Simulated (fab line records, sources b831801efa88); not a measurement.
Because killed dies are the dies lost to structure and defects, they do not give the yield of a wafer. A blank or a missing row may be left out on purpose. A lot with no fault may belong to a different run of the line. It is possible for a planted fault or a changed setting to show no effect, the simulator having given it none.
Matching of chambers ; flow gf180mcu ; GF_PASSIVATION_CVD_02 on pecvd-03: 3 sister chambers
The step deposits Si3N4, target thk 700 nm, time 486.18 s. 6 wafers are shown with their chamber, then 8 later ones without.

## WAFERS, EACH WITH ITS CHAMBER
wafer;chamber;heater power w (W)
L080.5;0;688
L080.6;2;541
L083.4;1;666
L083.5;2;577
L083.6;0;724
L087.2;1;649

## WAFERS WITHOUT THEIR CHAMBER
wafer;heater power w (W)
L087.4;643
L087.6;446
L088.1;749
L088.4;499
L088.6;636
L094.1;690
L094.2;562
L094.5;689

## WHICH CHAMBER EACH WENT THROUGH
wafer;from the rows above;in truth
L087.4;1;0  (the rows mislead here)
L087.6;2;2
L088.1;0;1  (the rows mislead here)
L088.4;2;2
L088.6;1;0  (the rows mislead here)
L094.1;can't be placed: 0 or 1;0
L094.2;2;2
L094.5;can't be placed: 0 or 1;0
3 of 8 placed correctly. These rows do not allow placing 2 (true chamber among the candidates in 2). Placed wrongly: 3.
How it was worked out, from the rows above alone: a wafer's distance from a chamber is the root of the sum, over the readings, of the square of ((its reading less the chamber's mean) divided by the reading's scatter). If the next closest chamber is less than 2 further off than the closest, the wafer can't be placed; otherwise it belongs to the closest. Each chamber's mean is taken over the wafers shown for it. The scatter: take each reading less its chamber's mean, square it, sum over the shown wafers, divide by the number of wafers less the number of chambers, and take the root.
